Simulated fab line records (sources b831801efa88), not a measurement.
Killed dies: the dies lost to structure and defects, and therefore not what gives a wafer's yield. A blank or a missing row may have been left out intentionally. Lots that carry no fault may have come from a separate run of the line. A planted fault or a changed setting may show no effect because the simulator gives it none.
fab line records	flow sfqLine
record: lots: 13	wafers: 39	lastDay: 97
route steps=325 shown I1@74
lots untouched by any fault: they come from a run of this same line in which no faults occurred
startH: hours from the record's first day to the start of the lot's first wafer shown	waitH: hours elapsed since this lot's preceding step	" identical to the entry in the row above	L1.1+2: a row that stands for several wafers	- no value, or no start given	* or withheld: withheld	< > ~ a bound
route shown NAME@n: NAME is a module with steps in the file, n the number in the route of the first one	usual: mean and standard deviation over wafers with no fault	same: alike in all rows	chamber/n: place in a boat	sites: per-site readings	_std_site: the values' standard deviation	_edge_site: the outer-site mean with the inner-site mean subtracted	radiusMm: how far each site lies from the wafer's centre	mask NAME#n: copy n	behind: the tool/chamber that last shaped the wafer	hold: reason for holding the lot/hours on hold/outcome of the hold	device: the n, p or np transistor that did not switch	end of line: the same wafers' tests at the end of the route	a step without rows: its recipe alone	killed: at the first sort, the dies lost to defects and structure; wafer yield is something else	map: per-die view of a wafer (x killed, . not killed, _ where there is no die)
set.NAME: the setting as run; set.NAME@STEP: as run at that earlier step	model.NAME: the simulator's own value behind a step, which no gauge read
steps of the route over a sample of lots; a table a step, a row a wafer
services: when a tool's chamber went out of use (startH, in hours from the record's first day, below 0 if earlier), for how many hours, and the reason
== steps ==
step: SFQ_TRILAYER_I1_CMP_CMP_046
recipe: material: SiO2	downForcePsi: 3	platenRpm: 60	padVelocityMS: 0.94248
usual: headPressurePsi: 2.999/0.0066	motorCurrentA: 10.5/1	timeToEndpointS: 219/7.3
lot.wafer	tool	chamber	startH	waitH	headPressurePsi	motorCurrentA	timeToEndpointS
L339.2	cmp-02	2	615.28	1.2	2.998	10.1	224
L339.1	"	1	616.78	2.7	2.994	10.5	209
L339.5	"	3	617.78	3.7	2.980	12.7	221
L340.1	cmp-01	1	624.24	3.0	2.996	11.1	222
L340.2	"	2	"	"	2.984	12.0	228
L340.5	"	2	626.74	5.5	2.982	11.2	224
L341.1	cmp-01	0	634.74	3.9	2.998	9.5	225
L341.5	"	1	"	"	3.011	10.1	238
L341.6	"	2	"	"	3.003	11.6	230
L342.2	cmp-02	2	642.88	0.0	3.000	10.3	204
L342.3	"	0	643.88	1.0	3.003	9.3	207
L342.6	"	3	645.38	2.5	2.992	11.9	206
L343.4	cmp-01	2	660.09	3.9	2.993	12.1	224
L343.3	"	0	661.09	4.9	2.999	10.4	220
L343.6	"	2	662.09	5.9	3.002	12.1	219
L344.1	cmp-01	1	675.22	1.0	3.000	10.4	227
L344.4	"	2	"	"	2.995	11.7	234
L344.5	"	3	"	"	3.002	9.4	227
L345.1	cmp-02	0	680.80	0.6	2.996	9.2	210
L345.3	"	3	682.30	2.1	3.008	12.5	209
L345.6	"	0	"	"	2.994	9.0	221
L346.3	cmp-02	2	702.80	1.0	2.996	9.9	219
L346.4	"	3	"	"	2.998	12.3	212
L346.6	"	0	"	"	2.986	8.7	222
L354.2	cmp-01	2	792.99	4.4	2.988	11.9	219
L354.3	"	3	"	"	2.998	10.2	209
L354.4	"	0	"	"	3.000	10.4	254
L355.3	cmp-02	1	806.48	0.8	3.003	10.6	204
L355.5	"	0	807.98	2.2	2.999	8.6	220
L355.6	"	1	"	"	2.995	10.4	216
L357.1	cmp-02	0	814.15	0.0	3.009	9.1	205
L357.4	"	1	"	"	3.005	10.6	210
L357.3	"	2	"	"	2.995	10.5	206
L360.4	cmp-02	2	833.45	0.5	3.003	9.8	222
L360.2	"	3	"	"	2.997	12.3	211
L360.3	"	1	834.95	2.1	3.001	10.9	216
L362.1	cmp-01	0	847.03	0.5	2.993	10.0	206
L362.4	"	2	848.03	1.5	3.003	11.8	214
L362.6	"	0	849.03	2.5	3.014	10.0	223
step: SFQ_TRILAYER_I1_METRO_MEASURE_047
usual: thkNm: 200.2/1
lot.wafer	tool	chamber	startH	waitH	thkNm
L339.1	filmMetro-03	-	618.40	0.1	201.4
L339.2	"	-	"	"	201.3
L339.5	"	-	"	"	201.8
L340.1	filmMetro-01	-	627.36	0.1	202.2
L340.2	"	-	"	"	200.5
L340.5	"	-	"	"	201.4
L341.1	filmMetro-04	-	636.36	0.1	202.2
L341.5	"	-	"	"	202.6
L341.6	"	-	"	"	201.7
L342.2	filmMetro-04	-	646.20	0.3	200.1
L342.3	"	-	"	"	201.6
L342.6	"	-	"	"	199.9
L343.3	filmMetro-01	-	663.61	0.5	199.0
L343.4	"	-	"	"	200.3
L343.6	"	-	"	"	199.5
L344.1	filmMetro-04	-	677.34	0.1	200.5
L344.4	"	-	"	"	200.2
L344.5	"	-	"	"	198.8
L345.1	filmMetro-01	-	683.92	0.1	199.9
L345.3	"	-	"	"	200.8
L345.6	"	-	"	"	201.2
L346.3	filmMetro-01	-	705.32	0.5	199.9
L346.4	"	-	"	"	200.6
L346.6	"	-	"	"	201.5
L354.2	filmMetro-03	-	796.31	0.3	199.2
L354.3	"	-	"	"	198.7
L354.4	"	-	"	"	149.0
L355.3	filmMetro-04	-	809.50	0.5	198.9
L355.5	"	-	"	"	201.8
L355.6	"	-	"	"	200.3
L357.1	filmMetro-04	-	817.27	0.1	200.9
L357.3	"	-	"	"	199.1
L357.4	"	-	"	"	200.3
L360.2	filmMetro-01	-	836.77	0.3	200.5
L360.3	"	-	"	"	200.4
L360.4	"	-	"	"	200.5
L362.1	filmMetro-04	-	849.65	0.1	199.9
L362.4	"	-	"	"	200.3
L362.6	"	-	"	"	198.6
step: SFQ_TRILAYER_I1_VIA_ETCH_VIA_ETCH_052
recipe: target: SiO2	stopOn: Nb	maskMaterial: PR	taperDeg: 20	chemistry: CHF3	targetDepthNm: 260	sourceW: 500	biasW: 81.53	pressureMtorr: 30	timeS: withheld
usual: chamberPressureMTorr: 30.000/0.029	drypumpMotorCurrentA: 5.9/0.51	oesProductAu: 0.855/0.0049
lot.wafer	tool	chamber	startH	waitH	chamberPressureMTorr	drypumpMotorCurrentA	oesProductAu
L339.1	rieDiel-03	0	771.14	0.0	30.014	5.6	0.861
L339.2	"	1	"	"	30.005	6.4	0.861
L339.5	"	2	"	"	30.023	6.5	0.869
L340.1	rieDiel-02	0	781.58	0.0	30.008	6.0	0.858
L340.2	"	2	"	"	30.050	5.7	0.854
L340.5	"	2	"	"	30.033	5.7	0.850
L341.1	rieDiel-02	3	789.35	0.0	29.944	5.3	0.862
L341.5	"	3	"	"	29.976	5.3	0.863
L341.6	"	2	"	"	29.988	5.8	0.851
L342.2	rieDiel-01	2	802.35	0.0	29.989	5.6	0.851
L342.3	"	3	"	"	29.990	5.8	0.862
L342.6	"	2	"	"	29.996	5.6	0.852
L343.3	rieDiel-01	2	819.15	0.0	30.005	5.6	0.857
L343.4	"	1	"	"	30.017	6.3	0.855
L343.6	"	2	"	"	30.027	5.6	0.854
L344.1	rieDiel-02	1	835.95	0.0	30.000	6.7	0.857
L344.4	"	2	"	"	30.013	5.7	0.851
L344.5	"	2	"	"	29.993	5.8	0.854
L345.1	rieDiel-03	3	844.29	0.0	30.002	4.8	0.864
L345.3	"	1	"	"	30.038	6.3	0.849
L345.6	"	1	"	"	29.993	6.4	0.861
L346.3	rieDiel-01	1	863.49	0.0	29.988	6.2	0.849
L346.4	"	1	"	"	29.969	6.3	0.857
L346.6	"	3	"	"	29.969	5.8	0.850
L354.2	rieDiel-02	3	944.02	0.0	29.987	5.3	0.858
L354.3	"	1	"	"	30.021	6.7	0.851
L354.4	"	0	"	"	29.987	6.1	0.731
L355.3	rieDiel-02	3	960.05	0.0	29.958	5.3	0.850
L355.5	"	3	"	"	30.000	5.3	0.857
L355.6	"	0	"	"	29.960	6.0	0.851
L357.1	rieDiel-03	3	968.45	0.0	30.027	4.8	0.852
L357.3	"	0	"	"	29.987	5.6	0.851
L357.4	"	2	"	"	29.990	6.4	0.863
L360.2	rieDiel-02	0	987.92	0.0	30.011	6.0	0.854
L360.3	"	3	"	"	29.997	5.3	0.856
L360.4	"	1	"	"	29.996	6.7	0.865
L362.1	rieDiel-01	3	1004.45	0.0	30.002	5.8	0.863
L362.4	"	1	"	"	30.013	6.2	0.854
L362.6	"	3	"	"	29.998	5.8	0.854
== services ==
tool	chamber	startH	hours	kind
rieDiel-02	1	599.28	4.8	repair
cmp-01	-	621.24	3.0	repair
rieDiel-02	1	633.77	18.9	repair
cmp-01	-	649.17	2.6	repair
filmMetro-04	-	657.57	4.9	pm
rieDiel-02	-	661.80	0.8	repair
rieDiel-02	-	672.60	4.2	repair
filmMetro-04	-	690.52	0.5	pm
rieDiel-02	0	692.17	3.9	repair
cmp-02	-	707.80	5.3	pm
cmp-01	-	714.89	1.1	repair
cmp-01	-	725.81	2.1	repair
cmp-02	-	748.93	4.0	pm
cmp-02	-	752.93	11.2	pm
cmp-01	-	754.27	3.8	repair
filmMetro-04	-	781.01	1.6	pm
cmp-02	-	822.34	0.5	repair
cmp-02	-	831.73	1.7	repair
rieDiel-02	-	849.97	3.4	repair
rieDiel-02	1	869.37	3.8	repair
filmMetro-04	-	902.57	1.2	pm
cmp-02	-	919.97	0.4	repair
cmp-02	-	979.40	1.6	repair
cmp-02	-	1000.15	0.8	repair
== key ==
firstSign: step: SFQ_TRILAYER_I1_CMP_CMP_046	reading: timeToEndpointS	direction: up	sigmas: 4.8	usual: *	struck: *
effect: step: SFQ_TRILAYER_I1_METRO_MEASURE_047	reading: thkNm	direction: down	sigmas: 51	usual: 200.2	struck: 149.0
effect: step: SFQ_TRILAYER_I1_VIA_ETCH_VIA_ETCH_052	reading: oesProductAu	direction: down	sigmas: 25	usual: 0.855	struck: 0.731
metAt SFQ_TRILAYER_I1_CMP_CMP_046
struckLots L354
struckWafers L354.4
onsetBetween 660.09 792.99
fault: kind: processParameterDrift	tool: cmp-01	chamber: 0	onsetH: 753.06	steps: SFQ_TRILAYER_I1_CMP_CMP_046	channel: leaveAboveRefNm	offset: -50	shape: step	endH: 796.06	actsIn: theseRecipesOnly	stated: 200
